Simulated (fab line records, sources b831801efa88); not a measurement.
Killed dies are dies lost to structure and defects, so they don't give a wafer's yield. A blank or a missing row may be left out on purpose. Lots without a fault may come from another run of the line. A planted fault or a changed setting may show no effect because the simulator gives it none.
Which tool did it? | flow sky130 | 13 lots, 39 wafers sampled, at 2 steps of a route of 708

WHAT THE GAUGES READ, wafer by wafer
SKY_SD_N_CD_MEAS_07: target cd 380 nm. Usual: cd_nm 379.8 nm, standard deviation 2.8.
lot  | measured     | on        | cd_nm (nm)                          | flag
L334 | day 27 12:50 | cd_sem-01 | 375.6 377.5 374.1                   |
L335 | day 28 01:53 | cd_sem-02 | 379.3 382.3 380.0                   |
L336 | day 28 12:50 | cd_sem-01 | 380.7 380.2 377.8                   |
L337 | day 29 00:02 | cd_sem-01 | 377.1 378.7 377.4                   |
L339 | day 29 18:34 | cd_sem-01 | 384.4 385.1 381.3                   |
L340 | day 30 06:24 | cd_sem-01 | 379.1 378.8 378.4                   |
L341 | day 30 15:23 | cd_sem-01 | 384.7 384.0 383.6                   |
L342 | day 30 21:25 | cd_sem-02 | 384.5 384.1 383.4                   |
L345 | day 31 15:46 | cd_sem-02 | 376.0 374.1 376.7                   |
L347 | day 32 13:22 | cd_sem-02 | 380.9 378.4 380.3                   |
L348 | day 32 21:07 | cd_sem-01 | 333.3 335.9 334.5 333.6 335.6 334.9 | OFF
L351 | day 33 20:47 | cd_sem-01 | 379.5 381.2 378.3                   |
L354 | day 34 17:11 | cd_sem-02 | 379.9 380.7 378.2                   |

WHICH TOOL RAN EACH LOT (tool, then ch and the chambers of the sampled wafers, then the start)
lot  | SKY_SD_N_EXPOSE_04
L334 | iline_stepper-02 ch 0, day 26 22:37
L335 | iline_stepper-01 ch 0, day 27 11:22
L336 | iline_stepper-02 ch 0, day 27 23:07
L337 | iline_stepper-02 ch 0, day 28 10:05
L339 | iline_stepper-01 ch 0, day 29 05:29
L340 | iline_stepper-02 ch 0, day 29 16:17
L341 | iline_stepper-02 ch 0, day 30 01:22
L342 | iline_stepper-01 ch 0, day 30 07:59
L345 | iline_stepper-02 ch 0, day 31 02:31
L347 | iline_stepper-02 ch 0, day 31 23:45
L348 | iline_stepper-02 ch 0, day 32 07:19
L351 | iline_stepper-02 ch 0, day 33 06:58
L354 | iline_stepper-01 ch 0, day 34 04:38
- SKY_SD_N_EXPOSE_04: exposes mask NSDM, target cd 380 nm.

WHAT THE TOOLS THEMSELVES READ (means of the sampled wafers that have a number; where no wafer has one, the mark that the record gives instead)
The record holds no such reading with a usual standard deviation.

THE ANSWER, worked out from the rows above alone
Rule: a lot is off if the mean of its wafers that have a number lies more than 3 standard deviations from the usual mean. A lot without any number at a reading at which 4 lots or more have one is off too. The other lots that the step has rows for count as sound. The gauges are gone through in route order, then the tools' own readings, and for those a lot's mean is taken as printed above. The first step at which some lot is off is used, and at that step the reading that is off furthest; a lot without a number counts as furthest.
Off: L348, at SKY_SD_N_CD_MEAS_07 (cd_nm).
A tool fits if, at a process step before that reading, it ran every lot that is off, and no sound lot after the first of them. The gauges at SKY_SD_N_CD_MEAS_07 are tried like those tools. None of those tried fits.

WHAT THE SIMULATOR HAD PUT IN
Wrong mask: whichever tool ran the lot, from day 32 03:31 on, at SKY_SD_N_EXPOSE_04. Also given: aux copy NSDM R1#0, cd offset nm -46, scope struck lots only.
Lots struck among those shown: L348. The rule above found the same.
